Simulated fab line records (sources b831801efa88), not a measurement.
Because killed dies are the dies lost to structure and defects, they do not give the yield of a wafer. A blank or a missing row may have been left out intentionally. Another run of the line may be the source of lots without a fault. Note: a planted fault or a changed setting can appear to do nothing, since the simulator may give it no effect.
fab line records | flow sfqLine
record lots=6 | wafers=18 | lastDay=82
route steps=325 shown M1@62 I1@73 M2@88 I2@103 M8@325
lots that met no fault: from a run of the same line without faults
startH: start of the lot's first displayed wafer, in hours after the record's first day | waitH: hours from the lot's prior step to this one | " identical to the entry in the row above | L1.1+2: a row that stands for several wafers | - either no value or no given start | * or withheld: withheld | < > ~ a bound
route shown NAME@n: names a module that has steps shown in the file, with the first one's number in the route | usual: the fault-free wafers' mean and standard deviation | same: alike in all rows | chamber/n: place in a boat | sites: readings site by site | _std_site: standard deviation across them | _edge_site: the outer-site mean with the inner-site mean subtracted | radiusMm: how far each site lies from the wafer's centre | mask NAME#n: copy n | behind: tool/chamber where the wafer was last shaped | hold: the reason the lot was held/the length of the hold in hours/how it ended | device: the n, p or np transistor that did not switch | end of line: tests run on the same wafers once the route is complete | where a step has no rows: the recipe by itself | killed: count of dies lost to structure and defects at first sort (not the wafer's yield) | map: the dies of a wafer, with x for killed, . for not killed, _ for no die there
set.NAME: the run value of the setting; set.NAME@STEP: its run value at that earlier step | model.NAME: the simulator's own value behind a step, which no gauge read
lots seen at some steps along the route; tables by step, rows by wafer
services: from which hour (startH, from the record's first day; less than 0 if before it) a tool's chamber was out of use, for how many hours, and why
## steps
# step SFQ_TRILAYER_M1_LITHO_COAT_044
# recipe resist=BARC | spinRpm=3000 | resistThkNm=62
# step SFQ_TRILAYER_M1_LITHO_COAT_039
# recipe resist=KrF | spinRpm=3000 | resistThkNm=600
# step SFQ_TRILAYER_M1_LITHO_SOFTBAKE_043
# recipe tempC=withheld | timeS=withheld | resist=KrF
# step SFQ_TRILAYER_M1_LITHO_EXPOSE_040
# recipe maskId=M1 | na=0.6 | sourceShape=conventional | sigmaOuter=0.65 | targetCdNm=500 | doseMj=14.4
# step SFQ_TRILAYER_M1_LITHO_PEB_042
# recipe pebTempC=115 | pebTimeS=60 | resist=KrF
# step SFQ_TRILAYER_M1_LITHO_DEVELOP_041
# recipe timeS=60 | resist=KrF
# step SFQ_M1_OVL_MEAS_911
# usual M1_OVL=1/4.1
lot.wafer | tool       | chamber | startH | waitH | M1_OVL[nm]
L990.1    | overlay-02 | -       | 356.04 | 0.1   | 1
L990.3    | "          | -       | "      | "     | 3
L990.5    | "          | -       | "      | "     | 1
L997.1    | overlay-02 | -       | 426.97 | 0.1   | -6
L997.2    | "          | -       | "      | "     | -2
L997.3    | "          | -       | "      | "     | -8
L998.2    | overlay-01 | -       | 431.77 | 0.1   | 2
L998.4    | "          | -       | "      | "     | 1
L998.5    | "          | -       | "      | "     | 4
L105.1    | overlay-02 | -       | 566.77 | 0.1   | 8
L105.2    | "          | -       | "      | "     | 4
L105.4    | "          | -       | "      | "     | 9
L108.2    | overlay-02 | -       | 591.98 | 0.1   | 1
L108.4    | "          | -       | "      | "     | 2
L108.6    | "          | -       | "      | "     | 1
L110.1    | overlay-02 | -       | 606.37 | 0.1   | 2
L110.3    | "          | -       | "      | "     | -3
L110.5    | "          | -       | "      | "     | -5
# step SFQ_TRILAYER_M1_BARC_OPEN_METAL_ETCH_054
# recipe maskMaterial=PR | chemistry=O2 | targetDepthNm=125 | target=BARC | icpW=600 | biasW=80 | pressureMtorr=10 | timeS=41.7
# usual drypumpMotorCurrentA=5.6/0.45 | oesProductAu=0.686/0.0047
lot.wafer | tool        | chamber | startH | waitH | drypumpMotorCurrentA | oesProductAu | rfHoursCounterH
L990.1    | rieMetal-01 | 0       | 356.08 | 0.0   | 6.1                  | 0.683        | 44
L990.3    | "           | 0       | "      | "     | 6.1                  | 0.679        | -
L990.5    | "           | 1       | "      | "     | 5.5                  | 0.678        | -
L997.1    | rieMetal-02 | 0       | 427.00 | 0.0   | 6.4                  | 0.683        | 38
L997.2    | "           | 1       | "      | "     | 5.6                  | 0.683        | 26
L997.3    | "           | 0       | "      | "     | 6.4                  | 0.685        | -
L998.2    | rieMetal-04 | 0       | 431.80 | 0.0   | 5.3                  | 0.679        | 71
L998.4    | "           | 1       | "      | "     | 5.0                  | 0.681        | -
L998.5    | "           | 1       | "      | "     | 5.0                  | 0.692        | -
L105.1    | rieMetal-04 | 0       | 566.81 | 0.0   | 5.3                  | 0.685        | 97
L105.2    | "           | 0       | "      | "     | 5.3                  | 0.688        | -
L105.4    | "           | 0       | "      | "     | 5.3                  | 0.686        | -
L108.2    | rieMetal-01 | 1       | 592.01 | 0.0   | 5.5                  | 0.690        | 33
L108.4    | "           | 1       | "      | "     | 5.5                  | 0.681        | -
L108.6    | "           | 0       | "      | "     | 6.1                  | 0.685        | -
L110.1    | rieMetal-01 | 0       | 606.41 | 0.0   | 6.1                  | 0.683        | 90
L110.3    | "           | 1       | "      | "     | 5.5                  | 0.685        | -
L110.5    | "           | 0       | "      | "     | 6.1                  | 0.688        | -
# step SFQ_TRILAYER_M1_ETCH_METAL_ETCH_042
# recipe target=Nb | stopOn=SiO2 | maskMaterial=PR | chemistry=Cl2/Ar | targetDepthNm=240 | icpW=600 | biasW=80 | pressureMtorr=10 | timeS=120
# usual drypumpMotorCurrentA=5.6/0.45 | oesProductAu=0.895/0.0062
lot.wafer | tool        | chamber | startH | waitH | drypumpMotorCurrentA | oesProductAu | rfHoursCounterH
L990.1    | rieMetal-01 | 0       | 356.14 | 0.0   | 6.1                  | 0.882        | 44
L990.3    | "           | 0       | "      | "     | 6.1                  | 0.888        | -
L990.5    | "           | 1       | "      | "     | 5.5                  | 0.892        | -
L997.1    | rieMetal-02 | 0       | 427.06 | 0.0   | 6.4                  | 0.893        | 38
L997.2    | "           | 1       | "      | "     | 5.5                  | 0.893        | 26
L997.3    | "           | 0       | "      | "     | 6.5                  | 0.890        | -
L998.2    | rieMetal-04 | 0       | 431.86 | 0.0   | 5.2                  | 0.895        | 71
L998.4    | "           | 1       | "      | "     | 5.0                  | 0.888        | -
L998.5    | "           | 1       | "      | "     | 5.0                  | 0.891        | -
L105.1    | rieMetal-04 | 0       | 566.92 | 0.1   | 5.3                  | 0.898        | 97
L105.2    | "           | 0       | "      | "     | 5.3                  | 0.903        | -
L105.4    | "           | 0       | "      | "     | 5.3                  | 0.892        | -
L108.2    | rieMetal-01 | 1       | 592.06 | 0.0   | 5.5                  | 0.889        | 33
L108.4    | "           | 1       | "      | "     | 5.5                  | 0.897        | -
L108.6    | "           | 0       | "      | "     | 6.1                  | 0.898        | -
L110.1    | rieMetal-01 | 0       | 606.46 | 0.0   | 6.1                  | 0.902        | 90
L110.3    | "           | 1       | "      | "     | 5.5                  | 0.903        | -
L110.5    | "           | 0       | "      | "     | 6.1                  | 0.894        | -
# step SFQ_TRILAYER_M1_STRIP_STRIP_043
# recipe gas=O2 | powerW=200 | platenTempC=40 | overashFraction=0.65 | chemistry=O2 | pressureMtorr=50
# step SFQ_TRILAYER_M1_STRIP_SOLV_CLEAN_044
# recipe chemistry=NMP | tempC=70 | timeS=600
# step SFQ_TRILAYER_I1_DEP_PECVD_045
# recipe material=SiO2 | tempC=150 | timeS=111.11 | pressureTorr=2.4 | rfW=183.3 | precursor=SiH4/N2O | targetThkNm=500
# step SFQ_TRILAYER_I1_CMP_CMP_046
# recipe material=SiO2 | downForcePsi=3 | platenRpm=60 | padVelocityMS=0.94248
# usual motorCurrentA=10.7/1 | timeToEndpointS=215/6.1
lot.wafer | tool   | chamber | startH | waitH | motorCurrentA | timeToEndpointS | model.SiO2_of_TRILAYER_I1_DEP_PECVD_045.thkNm
L990.3    | cmp-02 | 2       | 370.32 | 13.2  | 9.7           | 205             | 198.7
L990.1    | "      | 3       | "      | "     | 9.4           | 205             | 199.6
L990.5    | "      | 2       | 372.32 | 15.2  | 9.6           | 217             | 198.8
L997.1    | cmp-01 | 0       | 428.59 | 0.6   | 11.7          | 276             | 304.1
L997.2    | "      | 1       | "      | "     | 11.5          | 278             | 305.8
L997.3    | "      | 2       | "      | "     | 9.8           | 274             | 303.7
L998.4    | cmp-01 | 1       | 435.88 | 3.0   | 11.3          | 282             | 307
L998.2    | "      | 3       | 436.88 | 4.1   | 11.1          | 275             | 304.1
L998.5    | "      | 0       | "      | "     | 11.6          | 286             | 307.8
L105.2    | cmp-01 | 3       | 568.97 | 0.2   | 11.0          | 219             | 200.8
L105.1    | "      | 0       | "      | "     | 11.8          | 223             | 200
L105.4    | "      | 1       | "      | "     | 12.1          | 231             | 199.9
L108.2    | cmp-02 | 0       | 595.66 | 2.7   | 9.5           | 219             | 200.3
L108.4    | "      | 1       | "      | "     | 11.3          | 211             | 200.2
L108.6    | "      | 3       | 597.16 | 4.1   | 10.0          | 212             | 199.5
L110.3    | cmp-02 | 1       | 608.46 | 1.1   | 11.1          | 212             | 199.9
L110.1    | "      | 3       | 609.46 | 2.1   | 9.9           | 208             | 199.5
L110.5    | "      | 0       | "      | "     | 9.8           | 220             | 200.8
# step SFQ_I1_BOW_MEAS_912
# recipe mode=bow
# usual I1_BOW=2/7.9
lot.wafer | tool         | chamber | startH | waitH | I1_BOW[um]
L990.1    | filmMetro-04 | -       | 372.82 | 1.5   | 8
L990.3    | "            | -       | "      | "     | 8
L990.5    | "            | -       | "      | "     | 5
L997.1    | filmMetro-01 | -       | 431.59 | 2.5   | 8
L997.2    | "            | -       | "      | "     | -8
L997.3    | "            | -       | "      | "     | 3
L998.2    | filmMetro-01 | -       | 438.40 | 1.0   | -8
L998.4    | "            | -       | "      | "     | -3
L998.5    | "            | -       | "      | "     | 7
L105.1    | filmMetro-03 | -       | 572.20 | 2.2   | 13
L105.2    | "            | -       | "      | "     | 10
L105.4    | "            | -       | "      | "     | 25
L108.2    | filmMetro-04 | -       | 598.18 | 2.0   | -1
L108.4    | "            | -       | "      | "     | 5
L108.6    | "            | -       | "      | "     | 14
L110.1    | filmMetro-03 | -       | 610.96 | 1.0   | 16
L110.3    | "            | -       | "      | "     | -9
L110.5    | "            | -       | "      | "     | 3
# step SFQ_TRILAYER_I1_METRO_MEASURE_047
# usual thkNm=199.9/0.71
lot.wafer | tool         | chamber | startH | waitH | thkNm
L990.1    | filmMetro-04 | -       | 372.94 | 0.1   | 199.7
L990.3    | "            | -       | "      | "     | 198.7
L990.5    | "            | -       | "      | "     | 198.9
L997.1    | filmMetro-01 | -       | 431.71 | 0.1   | 304.4
L997.2    | "            | -       | "      | "     | 305.8
L997.3    | "            | -       | "      | "     | 303.6
L998.2    | filmMetro-01 | -       | 438.70 | 0.3   | 304.1
L998.4    | "            | -       | "      | "     | 306.7
L998.5    | "            | -       | "      | "     | 308.1
L105.1    | filmMetro-03 | -       | 572.32 | 0.1   | 200.0
L105.2    | "            | -       | "      | "     | 200.7
L105.4    | "            | -       | "      | "     | 200.0
L108.2    | filmMetro-04 | -       | 598.48 | 0.3   | 200.2
L108.4    | "            | -       | "      | "     | 200.3
L108.6    | "            | -       | "      | "     | 199.6
L110.1    | filmMetro-03 | -       | 611.08 | 0.1   | 199.6
L110.3    | "            | -       | "      | "     | 199.8
L110.5    | "            | -       | "      | "     | 201.0
# step SFQ_TRILAYER_I1_VIA_LITHO_COAT_054
# recipe resist=BARC | spinRpm=3000 | resistThkNm=62
# step SFQ_TRILAYER_I1_VIA_LITHO_COAT_049
# recipe resist=KrF | spinRpm=3000 | resistThkNm=650
# step SFQ_TRILAYER_I1_VIA_LITHO_SOFTBAKE_053
# recipe tempC=withheld | timeS=withheld | resist=KrF
# step SFQ_TRILAYER_I1_VIA_LITHO_EXPOSE_050
# recipe maskId=I1 | na=0.6 | sourceShape=conventional | sigmaOuter=0.65 | targetCdNm=500 | doseMj=21.3
# step SFQ_TRILAYER_I1_VIA_LITHO_PEB_052
# recipe pebTempC=115 | pebTimeS=60 | resist=KrF
# step SFQ_TRILAYER_I1_VIA_LITHO_DEVELOP_051
# recipe timeS=60 | resist=KrF
# step SFQ_I1_OVL_MEAS_913
# usual I1_OVL=-3/5.1
lot.wafer | tool       | chamber | startH | waitH | I1_OVL[nm]
L990.1    | overlay-01 | -       | 533.17 | 0.1   | -14
L990.3    | "          | -       | "      | "     | -13
L990.5    | "          | -       | "      | "     | -8
L997.1    | overlay-02 | -       | 594.37 | 0.1   | -11
L997.2    | "          | -       | "      | "     | -9
L997.3    | "          | -       | "      | "     | -2
L998.2    | overlay-02 | -       | 600.38 | 0.1   | -4
L998.4    | "          | -       | "      | "     | -3
L998.5    | "          | -       | "      | "     | -1
L105.1    | overlay-01 | -       | 729.61 | 0.1   | -6
L105.2    | "          | -       | "      | "     | -1
L105.4    | "          | -       | "      | "     | -8
L108.2    | overlay-02 | -       | 751.21 | 0.1   | -3
L108.4    | "          | -       | "      | "     | -6
L108.6    | "          | -       | "      | "     | -6
L110.1    | overlay-02 | -       | 760.81 | 0.1   | 4
L110.3    | "          | -       | "      | "     | -4
L110.5    | "          | -       | "      | "     | -2
# step SFQ_TRILAYER_I1_VIA_BARC_OPEN_VIA_ETCH_071
# recipe maskMaterial=PR | chemistry=O2 | targetDepthNm=125 | target=BARC | sourceW=500 | biasW=80 | pressureMtorr=30 | timeS=41.7
# usual drypumpMotorCurrentA=5.8/0.62 | oesProductAu=0.686/0.0042
lot.wafer | tool       | chamber | startH | waitH | drypumpMotorCurrentA | oesProductAu | rfHoursCounterH
L990.1    | rieDiel-03 | 1       | 533.21 | 0.0   | 6.5                  | 0.676        | 77
L990.3    | "          | 0       | "      | "     | 5.1                  | 0.681        | 13
L990.5    | "          | 3       | "      | "     | 5.2                  | 0.686        | -
L997.1    | rieDiel-04 | 1       | 594.41 | 0.0   | 6.2                  | 0.684        | 15
L997.2    | "          | 0       | "      | "     | 5.6                  | 0.689        | 0
L997.3    | "          | 2       | "      | "     | 5.6                  | 0.687        | 3
L998.2    | rieDiel-03 | 0       | 600.41 | 0.0   | 5.1                  | 0.690        | 13
L998.4    | "          | 2       | "      | "     | 6.5                  | 0.685        | 8
L998.5    | "          | 1       | "      | "     | 6.5                  | 0.683        | -
L105.1    | rieDiel-01 | 0       | 729.64 | 0.0   | 5.7                  | 0.682        | 15
L105.2    | "          | 1       | "      | "     | 4.7                  | 0.685        | 16
L105.4    | "          | 2       | "      | "     | 5.6                  | 0.689        | 6
L108.2    | rieDiel-03 | 0       | 751.24 | 0.0   | 5.1                  | 0.682        | 16
L108.4    | "          | 1       | "      | "     | 6.5                  | 0.689        | 2
L108.6    | "          | 3       | "      | "     | 5.2                  | 0.687        | -
L110.1    | rieDiel-01 | 1       | 760.84 | 0.0   | 4.7                  | 0.683        | 17
L110.3    | "          | 2       | "      | "     | 5.6                  | 0.685        | 6
L110.5    | "          | 1       | "      | "     | 4.7                  | 0.692        | -
# step SFQ_TRILAYER_I1_VIA_ETCH_VIA_ETCH_052
# recipe target=SiO2 | stopOn=Nb | maskMaterial=PR | taperDeg=20 | chemistry=CHF3 | targetDepthNm=260 | sourceW=500 | biasW=80 | pressureMtorr=30 | timeS=withheld
# usual drypumpMotorCurrentA=5.8/0.62 | oesProductAu=0.854/0.0046
lot.wafer | tool       | chamber | startH | waitH | drypumpMotorCurrentA | oesProductAu | model.etch.depthNm | model.I1.featureDepthNm
L990.1    | rieDiel-03 | 1       | 533.24 | 0.0   | 6.5                  | 0.853        | 199.6              | 199.6
L990.3    | "          | 0       | "      | "     | 5.1                  | 0.855        | 198.7              | 198.7
L990.5    | "          | 3       | "      | "     | 5.2                  | 0.846        | 198.8              | 198.8
L997.1    | rieDiel-04 | 1       | 594.44 | 0.0   | 6.2                  | 1.007        | 264                | 264
L997.2    | "          | 0       | "      | "     | 5.5                  | 0.997        | 257.3              | 257.3
L997.3    | "          | 2       | "      | "     | 5.6                  | 1.003        | 262.6              | 262.6
L998.2    | rieDiel-03 | 0       | 600.44 | 0.0   | 5.1                  | 0.997        | 258.9              | 258.9
L998.4    | "          | 2       | "      | "     | 6.5                  | 0.989        | 254.5              | 254.5
L998.5    | "          | 1       | "      | "     | 6.5                  | 1.005        | 261.5              | 261.5
L105.1    | rieDiel-01 | 0       | 729.68 | 0.0   | 5.7                  | 0.857        | 200                | 200
L105.2    | "          | 1       | "      | "     | 4.7                  | 0.859        | 200.8              | 200.8
L105.4    | "          | 2       | "      | "     | 5.6                  | 0.855        | 199.9              | 199.9
L108.2    | rieDiel-03 | 0       | 751.28 | 0.0   | 5.1                  | 0.855        | 200.3              | 200.3
L108.4    | "          | 1       | "      | "     | 6.5                  | 0.851        | 200.2              | 200.2
L108.6    | "          | 3       | "      | "     | 5.2                  | 0.853        | 199.5              | 199.5
L110.1    | rieDiel-01 | 1       | 760.88 | 0.0   | 4.7                  | 0.852        | 199.5              | 199.5
L110.3    | "          | 2       | "      | "     | 5.6                  | 0.856        | 199.9              | 199.9
L110.5    | "          | 1       | "      | "     | 4.7                  | 0.860        | 200.8              | 200.8
# step SFQ_TRILAYER_I1_VIA_STRIP_STRIP_053
# recipe gas=O2 | powerW=200 | platenTempC=40 | overashFraction=0.65 | chemistry=O2 | pressureMtorr=50
# usual drypumpMotorCurrentA=5.4/0.42 | oesProductAu=1.002/0.008
lot.wafer | tool        | chamber | startH | waitH | drypumpMotorCurrentA | oesProductAu | rfHoursCounterH
L990.1    | rieMetal-04 | 1       | 533.36 | -     | 4.9                  | 1.004        | 7
L990.3    | "           | 0       | "      | "     | 5.3                  | 1.010        | -
L990.5    | "           | 0       | "      | "     | 5.3                  | 0.992        | -
L997.1    | rieMetal-03 | 0       | 594.56 | -     | 6.1                  | 1.013        | 33
L997.2    | "           | 1       | "      | "     | 4.9                  | 1.012        | 61
L997.3    | "           | 0       | "      | "     | 6.1                  | 0.993        | -
L998.2    | rieMetal-04 | 1       | 600.56 | -     | 5.0                  | 1.006        | 17
L998.4    | "           | 0       | "      | "     | 5.3                  | 1.012        | -
L998.5    | "           | 0       | "      | "     | 5.3                  | 1.016        | -
L105.1    | rieMetal-04 | 0       | 729.80 | -     | 5.2                  | 1.005        | 118
L105.2    | "           | 1       | "      | "     | 5.0                  | 1.005        | 31
L105.4    | "           | 0       | "      | "     | 5.2                  | 1.001        | -
L108.2    | rieMetal-03 | 0       | 751.40 | -     | 6.0                  | 0.992        | 48
L108.4    | "           | 1       | "      | "     | 5.0                  | 1.007        | -
L108.6    | "           | 1       | "      | "     | 4.9                  | 1.001        | -
L110.1    | rieMetal-01 | 0       | 761.00 | -     | 6.1                  | 0.991        | 106
L110.3    | "           | 1       | "      | "     | 5.5                  | 0.991        | -
L110.5    | "           | 0       | "      | "     | 6.1                  | 1.000        | -
# step SFQ_TRILAYER_I1_VIA_STRIP_SOLV_CLEAN_054
# recipe chemistry=NMP | tempC=70 | timeS=600
# step SFQ_TRILAYER_M2_DEP_PRE_CLEAN_056
# recipe gas=Ar | timeS=22.5 | biasV=250
lot.wafer | tool          | chamber | startH | waitH | model.SiO2_of_TRILAYER_I1_DEP_PECVD_045.thkNm
L990.1    | pvdSputter-04 | -       | 534.13 | 0.0   | 192.1
L990.3    | "             | -       | "      | "     | 191.2
L990.5    | "             | -       | "      | "     | 191.3
L997.1    | pvdSputter-04 | -       | 595.33 | 0.0   | 296.6
L997.2    | "             | -       | "      | "     | 298.3
L997.3    | "             | -       | "      | "     | 296.2
L998.2    | pvdSputter-03 | -       | 601.33 | 0.0   | 296.6
L998.4    | "             | -       | "      | "     | 299.5
L998.5    | "             | -       | "      | "     | 300.3
L105.1    | pvdSputter-05 | -       | 730.57 | 0.0   | 192.5
L105.2    | "             | -       | "      | "     | 193.3
L105.4    | "             | -       | "      | "     | 192.4
L108.2    | pvdSputter-03 | -       | 752.17 | 0.0   | 192.8
L108.4    | "             | -       | "      | "     | 192.7
L108.6    | "             | -       | "      | "     | 192
L110.1    | pvdSputter-05 | -       | 761.95 | 0.0   | 192
L110.3    | "             | -       | "      | "     | 192.4
L110.5    | "             | -       | "      | "     | 193.3
# step SFQ_TRILAYER_M2_DEP_SPUTTER_055
# recipe material=Nb | basePressurePa=1.33e-06 | chamberPressurePa=0.1333 | substrateTempC=20 | resputterCathodeVoltageV=400 | targetThkNm=200 | powerW=2000 | timeS=133.3
# step SFQ_M2_RS_MEAS_914
# recipe thkMeasGauge=four-point-probe | reads=Nb_of_TRILAYER_M2_DEP_SPUTTER_055
# usual M2_NB_RS=0.894/0.0077
lot.wafer | tool         | chamber | startH | waitH | M2_NB_RS[ohm/sq]
L990.1    | filmMetro-02 | -       | 534.25 | 0.0   | 0.886
L990.3    | "            | -       | "      | "     | 0.880
L990.5    | "            | -       | "      | "     | 0.882
L997.1    | filmMetro-02 | -       | 595.45 | 0.0   | 0.892
L997.2    | "            | -       | "      | "     | 0.894
L997.3    | "            | -       | "      | "     | 0.886
L998.2    | filmMetro-04 | -       | 601.47 | 0.1   | 0.901
L998.4    | "            | -       | "      | "     | 0.896
L998.5    | "            | -       | "      | "     | 0.896
L105.1    | filmMetro-02 | -       | 730.69 | 0.0   | 0.897
L105.2    | "            | -       | "      | "     | 0.891
L105.4    | "            | -       | "      | "     | 0.897
L108.2    | filmMetro-03 | -       | 752.31 | 0.1   | 0.912
L108.4    | "            | -       | "      | "     | 0.904
L108.6    | "            | -       | "      | "     | 0.905
L110.1    | filmMetro-03 | -       | 762.07 | 0.0   | 0.901
L110.3    | "            | -       | "      | "     | 0.903
L110.5    | "            | -       | "      | "     | 0.894
# step SFQ_TRILAYER_M2_LITHO_COAT_062
# recipe resist=BARC | spinRpm=3000 | resistThkNm=62
# step SFQ_TRILAYER_M2_LITHO_COAT_057
# recipe resist=KrF | spinRpm=3000 | resistThkNm=600
# step SFQ_TRILAYER_M2_LITHO_SOFTBAKE_061
# recipe tempC=withheld | timeS=withheld | resist=KrF
# step SFQ_TRILAYER_M2_LITHO_EXPOSE_058
# recipe maskId=M2 | na=0.6 | sourceShape=conventional | sigmaOuter=0.65 | targetCdNm=500 | doseMj=14.4
# step SFQ_TRILAYER_M2_LITHO_PEB_060
# recipe pebTempC=115 | pebTimeS=60 | resist=KrF
# step SFQ_TRILAYER_M2_LITHO_DEVELOP_059
# recipe timeS=60 | resist=KrF
# step SFQ_M2_OVL_MEAS_916
# usual M2_OVL=1/5.7
lot.wafer | tool       | chamber | startH | waitH | M2_OVL[nm]
L990.1    | overlay-01 | -       | 538.72 | 0.1   | -8
L990.3    | "          | -       | "      | "     | -6
L990.5    | "          | -       | "      | "     | -4
L997.1    | overlay-01 | -       | 597.88 | 0.1   | 5
L997.2    | "          | -       | "      | "     | 7
L997.3    | "          | -       | "      | "     | 1
L998.2    | overlay-02 | -       | 603.89 | 0.1   | 7
L998.4    | "          | -       | "      | "     | 5
L998.5    | "          | -       | "      | "     | 3
L105.1    | overlay-02 | -       | 877.88 | 0.1   | -4
L105.2    | "          | -       | "      | "     | -2
L105.4    | "          | -       | "      | "     | 1
L108.2    | overlay-01 | -       | 893.48 | 0.1   | 2
L108.4    | "          | -       | "      | "     | 5
L108.6    | "          | -       | "      | "     | 2
L110.1    | overlay-01 | -       | 897.08 | 0.1   | -5
L110.3    | "          | -       | "      | "     | -9
L110.5    | "          | -       | "      | "     | -7
# step SFQ_TRILAYER_M2_BARC_OPEN_METAL_ETCH_077
# recipe maskMaterial=PR | chemistry=O2 | targetDepthNm=125 | target=BARC | icpW=600 | biasW=80 | pressureMtorr=10 | timeS=41.7
# step SFQ_TRILAYER_M2_ETCH_METAL_ETCH_060
# recipe target=Nb | stopOn=SiO2 | maskMaterial=PR | chemistry=Cl2/Ar | targetDepthNm=240 | icpW=600 | biasW=80 | pressureMtorr=10 | timeS=120
# usual drypumpMotorCurrentA=5.4/0.51 | oesProductAu=0.893/0.0066
lot.wafer | tool        | chamber | startH | waitH | drypumpMotorCurrentA | oesProductAu | rfHoursCounterH
L990.1    | rieMetal-03 | 0       | 538.81 | 0.0   | 6.1                  | 0.884        | 27
L990.3    | "           | 1       | "      | "     | 5.0                  | 0.906        | -
L990.5    | "           | 1       | "      | "     | 5.0                  | 0.899        | -
L997.1    | rieMetal-04 | 0       | 597.98 | 0.0   | 5.3                  | 0.896        | 102
L997.2    | "           | 1       | "      | "     | 5.0                  | 0.891        | 16
L997.3    | "           | 1       | "      | "     | 5.0                  | 0.910        | -
L998.2    | rieMetal-03 | 0       | 603.98 | 0.0   | 6.0                  | 0.889        | 34
L998.4    | "           | 1       | "      | "     | 4.9                  | 0.894        | -
L998.5    | "           | 0       | "      | "     | 6.1                  | 0.897        | -
L105.1    | rieMetal-04 | 0       | 877.97 | 0.0   | 5.3                  | 0.894        | 138
L105.2    | "           | 1       | "      | "     | 5.0                  | 0.889        | 51
L105.4    | "           | 0       | "      | "     | 5.3                  | 0.890        | -
L108.2    | rieMetal-04 | 1       | 893.57 | 0.0   | 5.0                  | 0.880        | 54
L108.4    | "           | 0       | "      | "     | 5.3                  | 0.882        | -
L108.6    | "           | 0       | "      | "     | 5.2                  | 0.896        | -
L110.1    | rieMetal-03 | 0       | 897.17 | 0.0   | 6.1                  | 0.881        | 67
L110.3    | "           | 0       | "      | "     | 6.1                  | 0.890        | -
L110.5    | "           | 0       | "      | "     | 6.0                  | 0.889        | -
# step SFQ_TRILAYER_M2_STRIP_STRIP_061
# recipe gas=O2 | powerW=200 | platenTempC=40 | overashFraction=0.65 | chemistry=O2 | pressureMtorr=50
# step SFQ_TRILAYER_M2_STRIP_SOLV_CLEAN_062
# recipe chemistry=NMP | tempC=70 | timeS=600
# step SFQ_TRILAYER_I2_DEP_PECVD_063
# recipe material=SiO2 | tempC=150 | timeS=111.11 | pressureTorr=2.4 | rfW=183.3 | precursor=SiH4/N2O | targetThkNm=500
# step SFQ_M8_BOW_MEAS_951
# recipe mode=bow
# usual M8_BOW=8/11
lot.wafer | tool         | chamber | startH  | waitH | M8_BOW[um] | model.etest.i1.linkOhm
L990.1    | filmMetro-02 | -       | 1784.77 | 0.0   | 5          | 1.975
L990.3    | "            | -       | "       | "     | 5          | 1.962
L990.5    | "            | -       | "       | "     | 3          | 1.96
L997.1    | filmMetro-02 | -       | 1869.99 | 0.0   | 11         | 1e+06
L997.2    | "            | -       | "       | "     | -3         | 1e+06
L997.3    | "            | -       | "       | "     | 4          | 1e+06
L998.2    | filmMetro-02 | -       | 1876.01 | 0.0   | 7          | 1e+06
L998.4    | "            | -       | "       | "     | 11         | 1e+06
L998.5    | "            | -       | "       | "     | 22         | 1e+06
L105.1    | filmMetro-02 | -       | 1933.88 | 0.0   | 24         | 1.966
L105.2    | "            | -       | "       | "     | 22         | 1.962
L105.4    | "            | -       | "       | "     | 38         | 1.97
L108.2    | filmMetro-02 | -       | 1954.97 | 0.0   | -3         | 1.996
L108.4    | "            | -       | "       | "     | 3          | 1.976
L108.6    | "            | -       | "       | "     | 12         | 1.977
L110.1    | filmMetro-04 | -       | 1958.55 | 0.0   | 24         | 1.975
L110.3    | "            | -       | "       | "     | -2         | 1.978
L110.5    | "            | -       | "       | "     | 10         | 1.966
## services
tool        | chamber | startH | hours | kind
rieDiel-03  | 0       | 347.79 | 6.6   | repair
rieDiel-03  | 3       | 390.62 | 14.0  | repair
rieMetal-01 | 1       | 429.38 | 7.9   | repair
rieDiel-03  | 3       | 435.09 | 6.3   | repair
rieMetal-03 | -       | 466.16 | 14.6  | pm
rieDiel-03  | 3       | 511.91 | 13.4  | repair
rieMetal-03 | -       | 520.56 | 0.2   | repair
rieMetal-04 | 1       | 564.81 | 3.6   | repair
rieMetal-03 | -       | 574.20 | 4.0   | pm
rieMetal-04 | -       | 607.04 | 2.2   | repair
rieDiel-03  | -       | 608.51 | 0.4   | repair
rieDiel-03  | -       | 616.41 | 14.6  | pm
rieMetal-04 | -       | 621.08 | 0.3   | repair
rieDiel-03  | 2       | 642.55 | 2.7   | repair
rieMetal-04 | 1       | 664.78 | 5.8   | repair
rieDiel-03  | 1       | 692.40 | 2.6   | repair
rieMetal-01 | -       | 704.15 | 0.5   | repair
rieMetal-01 | 0       | 722.95 | 15.1  | repair
rieDiel-03  | -       | 769.94 | 2.8   | pm
rieMetal-04 | -       | 771.17 | 2.5   | repair
rieMetal-01 | -       | 781.79 | 28.1  | pm
rieDiel-03  | 0       | 831.82 | 6.7   | repair
rieDiel-03  | -       | 833.68 | 1.0   | repair
rieDiel-03  | 0       | 885.47 | 4.3   | repair
## key
firstSign step=SFQ_TRILAYER_I1_CMP_CMP_046 | reading=timeToEndpointS | direction=up | sigmas=10 | usual=* | struck=*
effect step=SFQ_TRILAYER_I1_METRO_MEASURE_047 | reading=thkNm | direction=up | sigmas=99+ | usual=199.9 | struck=305.5
effect step=SFQ_TRILAYER_I1_VIA_ETCH_VIA_ETCH_052 | reading=oesProductAu | direction=up | sigmas=32 | usual=0.854 | struck=1.000
modelEffect step=SFQ_TRILAYER_I1_CMP_CMP_046 | value=SiO2_of_TRILAYER_I1_DEP_PECVD_045.thkNm | without=200.7 | struck=305.4
modelEffect step=SFQ_TRILAYER_I1_VIA_ETCH_VIA_ETCH_052 | value=etch.depthNm | without=200.7 | struck=259.8
modelEffect step=SFQ_TRILAYER_M2_DEP_PRE_CLEAN_056 | value=SiO2_of_TRILAYER_I1_DEP_PECVD_045.thkNm | without=193.2 | struck=297.9
modelEffect step=SFQ_M8_BOW_MEAS_951 | value=etest.i1.linkOhm | without=1.966 | struck=1e+06
metAt SFQ_TRILAYER_I1_CMP_CMP_046
struckWafers L997.1,L997.2,L997.3,L998.2,L998.4,L998.5
fault kind=processParameterDrift | tool=cmp-01 | chamber=- | onsetH=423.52 | steps=SFQ_TRILAYER_I1_CMP_CMP_046 | channel=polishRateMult | offset=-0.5 | shape=step | endH=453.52
